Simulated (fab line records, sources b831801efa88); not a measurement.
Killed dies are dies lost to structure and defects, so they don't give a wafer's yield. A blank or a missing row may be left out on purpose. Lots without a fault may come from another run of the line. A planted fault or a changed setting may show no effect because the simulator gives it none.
Which tool did it? | flow gf180mcu | 14 lots, 42 wafers sampled, at 5 steps of a route of 602

WHAT THE GAUGES READ, wafer by wafer
GF_DNWELL_TW_MEAS_09. Usual: DNWELL_TW 1349, standard deviation 9.2.
lot  | measured    | on            | DNWELL_TW         | flag
L137 | day 2 23:30 | film_metro-02 | 1355 1356 1358    |
L138 | day 3 04:52 | film_metro-03 | 1348 1356 1356    |
L139 | day 3 11:16 | film_metro-02 | 1343 1350 1361    |
L140 | day 3 14:54 | film_metro-03 | 1361 1366 1355    |
L141 | day 3 23:28 | film_metro-03 | 1359 1369 1366    |
L143 | day 4 07:43 | film_metro-04 | 31 31 31 31 31 31 | OFF
L144 | day 4 15:58 | film_metro-03 | 31 31 31 31 31 31 | OFF
L153 | day 6 13:55 | film_metro-02 | 1359 1360 1359    |
L154 | day 6 20:51 | film_metro-04 | 1341 1336 1335    |
L155 | day 7 01:45 | film_metro-04 | 1344 1343 1349    |
L156 | day 7 06:00 | film_metro-03 | 1357 1354 1358    |
L157 | day 7 09:57 | film_metro-02 | 1345 1347 1349    |
L158 | day 7 16:30 | film_metro-02 | 1357 1352 1356    |
L159 | day 7 19:43 | film_metro-04 | 1344 1346 1339    |

GF_VT_IMPLANT_OVL_MEAS_29. Usual: VT_IMPLANT_02_OVL -0.1 nm, standard deviation 1.7.
lot  | measured     | on         | VT_IMPLANT_02_OVL (nm) | flag
L137 | day 7 01:09  | overlay-01 | 1.6 1.2 1.6            |
L138 | day 7 09:01  | overlay-02 | 0.4 -1.1 -0.7          |
L139 | day 7 14:46  | overlay-01 | 1.9 1.3 1.7            |
L140 | day 7 18:31  | overlay-02 | -1.7 -2.9 -1.3         |
L141 | day 8 04:53  | overlay-02 | 1.5 1.4 -1.9           |
L153 | day 11 10:50 | overlay-02 | -0.8 -0.2 0.5          |
L154 | day 11 20:33 | overlay-01 | 0.0 0.2 -0.2           |
L155 | day 12 04:03 | overlay-02 | 1.9 2.0 2.7            |
L156 | day 12 07:07 | overlay-02 | -2.9 -1.9 -1.5         |
L157 | day 12 12:31 | overlay-01 | -0.3 0.2 0.4           |
L158 | day 12 20:35 | overlay-02 | 2.2 2.0 1.2            |
L159 | day 13 01:40 | overlay-02 | 0.5 -0.4 0.0           |

GF_VT_IMPLANT_OVL_MEAS_40. Usual: VT_IMPLANT_03_OVL -0.4 nm, standard deviation 1.5.
lot  | measured     | on         | VT_IMPLANT_03_OVL (nm) | flag
L137 | day 7 17:34  | overlay-02 | -1.9 1.0 0.1           |
L138 | day 8 01:10  | overlay-01 | -0.2 -0.6 1.2          |
L139 | day 8 06:49  | overlay-01 | 1.6 1.5 1.6            |
L140 | day 8 10:43  | overlay-01 | -2.9 -2.5 -2.0         |
L141 | day 8 21:07  | overlay-01 | 1.1 2.2 2.7            |
L153 | day 12 06:13 | overlay-02 | -1.5 0.1 -1.8          |
L154 | day 12 15:55 | overlay-01 | -1.6 -0.7 0.6          |
L155 | day 12 22:49 | overlay-01 | 0.7 -0.4 -0.9          |
L156 | day 13 02:37 | overlay-01 | 1.0 0.3 -0.6           |
L157 | day 13 08:28 | overlay-02 | -1.2 0.2 1.3           |
L158 | day 13 16:47 | overlay-01 | -0.1 0.4 0.7           |
L159 | day 13 20:58 | overlay-02 | -1.8 -2.2 0.1          |

WHICH TOOL RAN EACH LOT (tool, then ch and the chambers of the sampled wafers, then the start)
lot  | GF_DNWELL_EXPOSE_04                | GF_VT_IMPLANT_STRIP_09
L137 | iline_stepper-02 ch 0, day 2 17:08 | plasma_asher-02 ch 0,1, day 5 18:40
L138 | iline_stepper-01 ch 0, day 2 22:41 | plasma_asher-01 ch 0,1, day 6 01:49
L139 | iline_stepper-02 ch 0, day 3 04:25 | plasma_asher-04 ch 0,1, day 6 08:49
L140 | iline_stepper-01 ch 0, day 3 08:16 | plasma_asher-01 ch 0,1, day 6 12:37
L141 | iline_stepper-01 ch 0, day 3 16:35 | plasma_asher-02 ch 0,1, day 6 21:43
L143 | iline_stepper-02, day 4 01:19      | -
L144 | iline_stepper-01, day 4 08:33      | -
L153 | iline_stepper-01 ch 0, day 6 06:25 | plasma_asher-04 ch 0,1, day 9 22:58
L154 | iline_stepper-02 ch 0, day 6 13:47 | plasma_asher-04 ch 0,1, day 10 07:50
L155 | iline_stepper-02 ch 0, day 6 17:57 | plasma_asher-02 ch 0,1, day 10 15:15
L156 | iline_stepper-02 ch 0, day 6 22:03 | plasma_asher-02 ch 0,1, day 10 17:29
L157 | iline_stepper-01 ch 0, day 7 01:31 | plasma_asher-01 ch 0,1, day 10 22:37
L158 | iline_stepper-01 ch 0, day 7 08:39 | plasma_asher-02 ch 0,1, day 11 06:11
L159 | iline_stepper-02 ch 0, day 7 12:05 | plasma_asher-04 ch 0,1, day 11 10:13
- GF_DNWELL_EXPOSE_04: exposes mask DNWELL, target cd 1700 nm.
- GF_VT_IMPLANT_STRIP_09: strips in O2/N2.

WHAT THE TOOLS THEMSELVES READ (means of the sampled wafers that have a number; where no wafer has one, the mark that the record gives instead)
GF_DNWELL_EXPOSE_04. Usual: exposure_dose_mJ_cm2 259.94, standard deviation 0.23; focus_offset_nm 0.1 nm, standard deviation 0.52.
lot  | tool             | exposure_dose_mJ_cm2 | focus_offset_nm (nm) | flag
L137 | iline_stepper-02 | 260.04               | -0.2                 |
L138 | iline_stepper-01 | 260.27               | -0.1                 |
L139 | iline_stepper-02 | 259.74               | 0.1                  |
L140 | iline_stepper-01 | 259.85               | 0.1                  |
L141 | iline_stepper-01 | 259.94               | 0.8                  |
L143 | iline_stepper-02 | -                    | -                    | OFF
L144 | iline_stepper-01 | -                    | -                    | OFF
L153 | iline_stepper-01 | 260.05               | -0.3                 |
L154 | iline_stepper-02 | 259.67               | 0.0                  |
L155 | iline_stepper-02 | 259.95               | -0.1                 |
L156 | iline_stepper-02 | 259.59               | -0.4                 |
L157 | iline_stepper-01 | 259.78               | 0.6                  |
L158 | iline_stepper-01 | 259.90               | 0.3                  |
L159 | iline_stepper-02 | 259.97               | -0.6                 |

GF_VT_IMPLANT_STRIP_09. Usual: drypump_motor_current_A 6.1 A, standard deviation 0.32; heater_power_w 307 W, standard deviation 21; oes_product_au 0.715 a.u., standard deviation 0.0045; strip_time_to_endpoint_s 12.63 s, standard deviation 0.031.
lot  | tool            | drypump_motor_current_A (A) | heater_power_w (W) | oes_product_au (a.u.) | strip_time_to_endpoint_s (s) | flag
L137 | plasma_asher-02 | 5.8                         | 321                | 0.715                 | 12.62                        |
L138 | plasma_asher-01 | 6.2                         | 317                | 0.715                 | 12.64                        |
L139 | plasma_asher-04 | 6.1                         | 278                | 0.716                 | 12.64                        |
L140 | plasma_asher-01 | 6.3                         | 318                | 0.714                 | 12.64                        |
L141 | plasma_asher-02 | 5.8                         | 323                | 0.716                 | 12.60                        |
L153 | plasma_asher-04 | 6.1                         | 274                | 0.715                 | 12.61                        |
L154 | plasma_asher-04 | 6.1                         | 279                | 0.716                 | 12.61                        |
L155 | plasma_asher-02 | 6.0                         | 309                | 0.716                 | 12.64                        |
L156 | plasma_asher-02 | 6.0                         | 310                | 0.715                 | 12.62                        |
L157 | plasma_asher-01 | 6.4                         | 320                | 0.718                 | 12.63                        |
L158 | plasma_asher-02 | 5.7                         | 325                | 0.714                 | 12.60                        |
L159 | plasma_asher-04 | 6.1                         | 280                | 0.716                 | 12.60                        |

THE ANSWER, worked out from the rows above alone
Rule: a lot is off if the mean of its wafers that have a number lies more than 3 standard deviations from the usual mean. A lot without any number at a reading at which 4 lots or more have one is off too. The other lots that the step has rows for count as sound. The gauges are gone through in route order, then the tools' own readings, and for those a lot's mean is taken as printed above. The first step at which some lot is off is used, and at that step the reading that is off furthest; a lot without a number counts as furthest.
Off: L143, L144, at GF_DNWELL_TW_MEAS_09 (DNWELL_TW).
A tool fits if, at a process step before that reading, it ran every lot that is off, and no sound lot after the first of them. The gauges at GF_DNWELL_TW_MEAS_09 aren't tried: what is off there is off at GF_DNWELL_EXPOSE_04 too, on other tools, and a gauge's error can't cause that. None of those tried fits.

WHAT THE SIMULATOR HAD PUT IN
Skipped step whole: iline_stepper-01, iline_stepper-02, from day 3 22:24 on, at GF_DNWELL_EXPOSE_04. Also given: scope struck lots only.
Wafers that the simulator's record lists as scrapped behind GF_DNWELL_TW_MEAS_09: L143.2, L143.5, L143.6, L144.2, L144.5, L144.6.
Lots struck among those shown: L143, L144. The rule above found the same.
